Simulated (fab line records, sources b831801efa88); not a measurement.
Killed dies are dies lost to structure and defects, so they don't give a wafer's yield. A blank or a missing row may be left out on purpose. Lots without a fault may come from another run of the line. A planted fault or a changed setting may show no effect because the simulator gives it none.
fab line records | flow sky130
record lots=7 wafers=21 last_day=50
route steps=708 shown LI_CONTACT@370 PAD_OPEN@708
lots that met no fault: from a run of the same line without faults
start_h: hours from the record's first day to the start of the lot's first wafer shown | wait_h: hours since the lot's step before | " the same as in the row above | L1.1+2: a row that stands for several wafers | - no value, or no start given | * or withheld: withheld | < > ~ a bound
route shown NAME@n: a module of which the file shows steps, and the number in the route of the first | usual: mean/standard deviation of fault-free wafers | same: alike in all rows | chamber/n: place in a boat | sites: the reading at each site | _std_site: their standard deviation | _edge_site: outer sites' mean less inner sites' | radius_mm: how far each site lies from the wafer's centre | mask NAME#n: copy n | behind: the tool/chamber that last shaped the wafer | hold: why the lot was held/for how many hours/how that ended | device: the transistor (n, p or np) that didn't switch | end of line: the same wafers' tests at the end of the route | a step without rows: its recipe alone | killed: dies lost to structure and defects at the first sort, not the wafer's yield | map: a wafer's dies, x killed, . not, _ none there
set.NAME: the setting as run; set.NAME@STEP: as run at that earlier step | model.NAME: the simulator's own value behind a step, which no gauge read
lots at some steps of the route; a table a step, a row a wafer
services: from which hour (start_h, from the record's first day; less than 0 if before it) a tool's chamber was out of use, for how many hours, and why
## steps
# step SKY_LI_CONTACT_SOFTBAKE_08
# recipe temp_c=100 time_s=90 resist=KrF-thick
# step SKY_LI_CONTACT_EXPOSE_09
# recipe mask_id=LICM1 na=0.8 source_shape=annular sigma_inner=0.55 sigma_outer=0.85 target_cd_nm=170 dose_mj=38
# step SKY_LI_CONTACT_PEB_10
# recipe peb_temp_c=withheld peb_time_s=withheld resist=KrF-thick
# step SKY_LI_CONTACT_DEVELOP_11
# recipe develop_time_s=60 resist=KrF-thick dev_temp_c=21
# step SKY_LI_CONTACT_CD_MEAS_12
# recipe target_cd_nm=170
# usual cd_nm=170.5/1.8
# columns lot.wafer tool chamber start_h wait_h cd_nm
L551.4 cd_sem-02 - 693.74 - 170.2
L551.5 " - " " 170.3
L551.6 " - " " 169.1
L557.2 cd_sem-02 - 747.77 - 169.3
L557.4 " - " " 170.1
L557.5 " - " " 170.2
L565.2 cd_sem-02 - 791.95 - 169.1
L565.3 " - " " 169.4
L565.6 " - " " 169.3
L564.3 cd_sem-01 - 795.52 - 172.6
L564.4 " - " " 172.7
L564.6 " - " " 171.6
L566.4 cd_sem-01 - 807.35 - 169.0
L566.5 " - " " 169.7
L566.6 " - " " 169.1
L567.3 cd_sem-02 - 812.54 - 172.5
L567.5 " - " " 172.1
L567.6 " - " " 170.9
L572.2 cd_sem-01 - 841.63 - 170.8
L572.4 " - " " 170.3
L572.6 " - " " 169.5
# step SKY_LI_CONTACT_OVL_MEAS_13
# usual LI_CONTACT_OVL=-6/5.5
# columns lot.wafer tool chamber start_h wait_h LI_CONTACT_OVL[nm]
L551.4 overlay-01 - 693.82 0.1 -11
L551.5 " - " " -14
L551.6 " - " " -9
L557.2 overlay-01 - 747.88 0.1 -8
L557.4 " - " " -2
L557.5 " - " " -8
L565.2 overlay-02 - 792.06 0.1 -2
L565.3 " - " " -5
L565.6 " - " " -6
L564.3 overlay-01 - 795.62 0.1 -8
L564.4 " - " " -6
L564.6 " - " " -1
L566.4 overlay-01 - 807.42 0.1 -1
L566.5 " - " " -5
L566.6 " - " " -6
L567.3 overlay-01 - 812.63 0.1 -13
L567.5 " - " " -2
L567.6 " - " " -3
L572.2 overlay-01 - 841.74 0.1 -7
L572.4 " - " " -10
L572.6 " - " " -8
# step SKY_LI_CONTACT_ETCH_14
# recipe chemistry=N2/H2 target=BARC ion_energy_ev=200 source_w=500 bias_w=100 pressure_mtorr=30 n2_flow_sccm=100 h2_flow_sccm=200 stop_on=SiO2 time_s=45.9 target_depth_a=600
# usual drypump_motor_current_A=5.9/0.48 oes_product_au=0.855/0.0044 throttle_valve_pct=13.225/0.0092
# columns lot.wafer tool chamber start_h wait_h drypump_motor_current_A oes_product_au rf_hours_counter_h throttle_valve_pct
L551.4 rie_diel-04 1 693.84 0.0 5.6 0.855 11 13.215
L551.5 " 2 " " 6.4 0.854 - 13.220
L551.6 " 3 " " 6.6 0.853 - 13.239
L557.2 rie_diel-01 2 747.91 0.0 5.7 0.855 7 13.211
L557.4 " 3 " " 6.7 0.852 11 13.231
L557.5 " 0 " " 5.3 0.850 - 13.228
L565.2 rie_diel-02 0 792.09 0.0 5.6 0.853 18 13.228
L565.3 " 3 " " 6.4 0.856 33 13.232
L565.6 " 0 " " 5.6 0.853 - 13.239
L564.3 rie_diel-02 1 795.64 0.0 6.1 0.859 16 13.231
L564.4 " 3 " " 6.4 0.850 33 13.212
L564.6 " 3 " " 6.4 0.853 - 13.236
L566.4 rie_diel-02 1 807.46 0.0 6.1 0.862 - 13.229
L566.5 " 0 " " 5.6 0.862 - 13.227
L566.6 " 2 " " 6.3 0.858 - 13.224
L567.3 rie_diel-02 0 812.66 0.0 5.6 0.850 18 13.225
L567.5 " 2 " " 6.4 0.847 - 13.212
L567.6 " 0 " " 5.6 0.851 - 13.218
L572.2 rie_diel-02 2 841.77 0.0 6.4 0.849 14 13.214
L572.4 " 3 " " 6.4 0.849 0 13.233
L572.6 " 1 " " 6.1 0.847 - 13.230
# step SKY_LI_CONTACT_ETCH_15
# recipe target=PSG chemistry=C4F8/O2/Ar stop_on=Si taper_deg=4.15 mask_material=KrF-thick source_w=1500 bias_w=1200 pressure_mtorr=40 c4f8_flow_sccm=withheld O2_flow_sccm=6 Ar_flow_sccm=300 time_s=withheld target_depth_a=6000
# usual oes_product_au=0.838/0.0041
# columns lot.wafer tool chamber start_h wait_h oes_product_au
L551.4 rie_diel-04 1 693.88 0.0 0.837
L551.5 " 2 " " 0.834
L551.6 " 3 " " 0.833
L557.2 rie_diel-01 2 747.95 0.0 0.839
L557.4 " 3 " " 0.841
L557.5 " 0 " " 0.841
L565.2 rie_diel-02 0 792.13 0.0 0.841
L565.3 " 3 " " 0.837
L565.6 " 0 " " 0.845
L564.3 rie_diel-02 1 795.68 0.0 0.840
L564.4 " 3 " " 0.837
L564.6 " 3 " " 0.853
L566.4 rie_diel-02 1 807.53 0.0 0.836
L566.5 " 0 " " 0.838
L566.6 " 2 " " 0.837
L567.3 rie_diel-02 0 812.70 0.0 0.842
L567.5 " 2 " " 0.834
L567.6 " 0 " " 0.836
L572.2 rie_diel-02 2 841.81 0.0 0.845
L572.4 " 3 " " 0.835
L572.6 " 1 " " 0.833
# step SKY_LI_CONTACT_STRIP_16
# recipe chemistry=O2/N2 power_w=1400 pressure_mtorr=1500 platen_temp_c=withheld o2_flow_sccm=3000 n2_flow_sccm=300 overash_fraction=0.5
# usual drypump_motor_current_A=5.6/0.39 oes_product_au=0.375/0.0049 strip_time_to_endpoint_s=3.50/0.039
# columns lot.wafer tool chamber start_h wait_h drypump_motor_current_A oes_product_au rf_hours_counter_h strip_time_to_endpoint_s
L551.4 plasma_asher-01 0 694.00 - 5.7 0.380 - 3.48
L551.5 " 1 " " 6.2 0.378 - 3.50
L551.6 " 0 " " 5.7 0.378 - 3.49
L557.2 plasma_asher-01 0 748.04 - 5.7 0.363 0 3.48
L557.4 " 0 " " 5.7 0.375 - 3.55
L557.5 " 1 " " 6.1 0.378 - 3.50
L565.2 plasma_asher-03 1 792.22 - 5.9 0.378 94 3.53
L565.3 " 0 " " 5.0 0.379 - 3.45
L565.6 " 1 " " 5.8 0.369 - 3.53
L564.3 plasma_asher-01 0 795.80 - 5.7 0.367 - 3.52
L564.4 " 1 " " 6.1 0.373 - 3.45
L564.6 " 0 " " 5.7 0.378 - 3.46
L566.4 plasma_asher-01 1 807.60 - 6.2 0.373 - 3.52
L566.5 " 1 " " 6.2 0.376 - 3.54
L566.6 " 0 " " 5.7 0.367 - 3.49
L567.3 plasma_asher-04 0 812.82 - 5.8 0.383 - 3.52
L567.5 " 0 " " 5.8 0.371 - 3.46
L567.6 " 1 " " 5.3 0.382 - 3.49
L572.2 plasma_asher-03 0 841.89 - 4.9 0.371 99 3.47
L572.4 " 0 " " 4.9 0.370 - 3.49
L572.6 " 1 " " 5.8 0.378 - 3.54
# step SKY_LI_CONTACT_CLEAN_17
# recipe chemistry=NMP time_s=600 temp_c=60 dry=n2_spin
# step SKY_LI_CONTACT_PRE_CLEAN_18
# recipe gas=Ar time_s=5.6 bias_v=358
# step SKY_LI_CONTACT_SPUTTER_19
# recipe material=Ti target_thk_nm=20 chamber_pressure_pa=5 power_w=2500 substrate_temp_c=200 time_s=106.37
# usual throttle_valve_pct=29.9/1.2
# columns lot.wafer tool chamber start_h wait_h throttle_valve_pct
L551.4 pvd_sputter-03 - 694.26 0.0 30.7
L551.5 " - " " 30.5
L551.6 " - " " 28.3
L557.2 pvd_sputter-01 - 748.33 0.0 28.3
L557.4 " - " " 31.7
L557.5 " - " " 28.5
L565.2 pvd_sputter-01 - 792.51 0.0 30.3
L565.3 " - " " 29.6
L565.6 " - " " 29.8
L564.3 pvd_sputter-01 - 796.06 0.0 29.8
L564.4 " - " " 30.5
L564.6 " - " " 31.4
L566.4 pvd_sputter-01 - 807.86 0.0 29.9
L566.5 " - " " 28.7
L566.6 " - " " 31.5
L567.3 pvd_sputter-04 - 813.10 0.0 28.9
L567.5 " - " " 31.7
L567.6 " - " " 28.4
L572.2 pvd_sputter-04 - 842.19 0.0 28.6
L572.4 " - " " 28.4
L572.6 " - " " 29.1
# step SKY_LI_CONTACT_SPUTTER_20
# recipe material=TiN target_thk_nm=20 chamber_pressure_pa=5 power_w=4000 time_s=80
# usual throttle_valve_pct=29.9/1.3
# columns lot.wafer tool chamber start_h wait_h throttle_valve_pct model.TiN_of_LI_CONTACT_SPUTTER_20.thk_nm
L551.4 pvd_sputter-03 - 694.34 0.0 30.6 20.1
L551.5 " - " " 30.7 20.01
L551.6 " - " " 28.2 19.7
L557.2 pvd_sputter-01 - 748.41 0.0 28.7 20.31
L557.4 " - " " 31.8 20.15
L557.5 " - " " 28.5 20.31
L565.2 pvd_sputter-01 - 792.59 0.0 30.4 20.34
L565.3 " - " " 29.7 20.1
L565.6 " - " " 29.7 25.81
L564.3 pvd_sputter-01 - 796.14 0.0 29.5 19.95
L564.4 " - " " 30.7 25.91
L564.6 " - " " 31.4 25.75
L566.4 pvd_sputter-01 - 807.94 0.0 29.8 25.8
L566.5 " - " " 28.4 25.77
L566.6 " - " " 31.3 25.82
L567.3 pvd_sputter-04 - 813.17 0.0 28.9 19.61
L567.5 " - " " 31.8 19.88
L567.6 " - " " 28.5 20.01
L572.2 pvd_sputter-04 - 842.26 0.0 28.6 20.07
L572.4 " - " " 28.6 20.08
L572.6 " - " " 28.7 19.82
# step SKY_LI_CONTACT_CVD_21
# recipe material=W target_thk_nm=400 time_s=120.56 temp_c=400 pressure_torr=40
# usual chamber_pressure_Torr=39.97/0.081 heater_power_w=874/82
# columns lot.wafer tool chamber start_h wait_h chamber_pressure_Torr heater_power_w
L551.4 cvd_w-01 0 694.44 0.1 40.01 876
L551.5 " 0 " " 40.01 880
L551.6 " 1 " " 39.91 998
L557.2 cvd_w-02 0 748.47 0.0 39.97 801
L557.4 " 0 " " 39.97 794
L557.5 " 0 " " 39.91 793
L565.2 cvd_w-02 0 792.65 0.0 40.08 794
L565.3 " 0 " " 39.90 806
L565.6 " 0 " " 39.88 800
L564.3 cvd_w-02 1 796.24 0.1 39.92 821
L564.4 " 0 " " 40.07 795
L564.6 " 1 " " 40.07 839
L566.4 cvd_w-02 1 808.04 0.1 39.98 813
L566.5 " 0 " " 40.14 803
L566.6 " 1 " " 40.09 837
L567.3 cvd_w-01 0 813.27 0.1 39.98 904
L567.5 " 1 " " 39.86 974
L567.6 " 0 " " 40.01 905
L572.2 cvd_w-01 1 842.32 0.0 39.95 1003
L572.4 " 1 " " 39.93 1021
L572.6 " 1 " " 39.95 1014
# step SKY_PAD_OPEN_PROBE_99
# usual killed_at_M0_to_M3=43/6.8 killed_at_M4_up=3.2/1.8 killed_at_contacts=24/6.2 killed_at_front_end=15/4.7 killed_at_other=0.4/0.63 killed_dies=86/9.6 killed_open=47/6.9 killed_short=39/6.3
# same gross_dies=492 killed_at_back_side=0
# columns lot.wafer tool chamber start_h wait_h killed_at_M0_to_M3 killed_at_M4_up killed_at_contacts killed_at_front_end killed_at_other killed_dies killed_open killed_short
L557.4 prober-02 - 1120.78 0.2 38 5 36 18 0 97 58 39
# killed by level:class
L557.4 CONTACT:geometric_particle:open=13 LI_CONTACT:geometric_particle:open=10 VIA1:geometric_particle:open=9 VIA1:geometric_particle:short=6 FIELD_ISO:geometric_particle:open=5 POLY_GATE:geometric_particle:open=5 CONTACT:geometric_particle:short=5 LOCAL_INTERCONNECT:geometric_particle:short=4
## services
# columns tool chamber start_h hours kind
rie_diel-04 2 671.14 2.8 repair
rie_diel-01 2 673.99 3.5 repair
cvd_w-01 - 675.21 2.3 repair
rie_diel-02 1 708.36 2.1 repair
plasma_asher-03 - 711.82 4.6 repair
rie_diel-01 0 719.81 10.0 repair
plasma_asher-01 - 733.75 9.0 pm
pvd_sputter-01 - 742.84 2.4 repair
rie_diel-04 2 761.99 6.4 repair
cvd_w-01 - 764.03 6.9 pm
rie_diel-02 - 780.89 0.5 repair
cvd_w-02 0 782.02 5.4 repair
pvd_sputter-04 - 783.67 8.1 repair
rie_diel-01 0 784.14 9.5 repair
pvd_sputter-03 - 789.45 3.3 repair
rie_diel-01 - 791.67 2.8 pm
rie_diel-02 3 798.42 - clean
rie_diel-02 3 798.42 28.9 scheduled_down
rie_diel-02 2 814.58 6.8 repair
cvd_w-01 - 814.64 1.0 repair
rie_diel-01 0 818.92 8.0 repair
pvd_sputter-01 - 831.39 9.1 repair
pvd_sputter-01 - 837.31 6.6 repair
plasma_asher-01 - 838.92 3.3 repair
## key
first_sign none at tools or gauges
model_effect step=SKY_LI_CONTACT_SPUTTER_20 value=TiN_of_LI_CONTACT_SPUTTER_20.thk_nm without=20.16 struck=25.81
met_at SKY_LI_CONTACT_SPUTTER_20
struck_wafers L564.4,L564.6,L565.6,L566.4,L566.5,L566.6
tester_left_out L564,L565,L566
onset_between 748.41 792.59
fault kind=process_parameter_drift tool=pvd_sputter-01 chamber=- onset_h=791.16 steps=SKY_LI_CONTACT_SPUTTER_20 channel=target_thk_nm offset=5.6459 shape=step end_h=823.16 scope=struck_wafers_only acts_in=these_recipes_only stated=20
# tester_left_out: of these lots the tester's yield and bins aren't shown, on N5 and GAA mostly nor the transistor test; their killed dies are dies lost to structure and defects alone, not to doping, threshold or leakage, so they don't give the yield
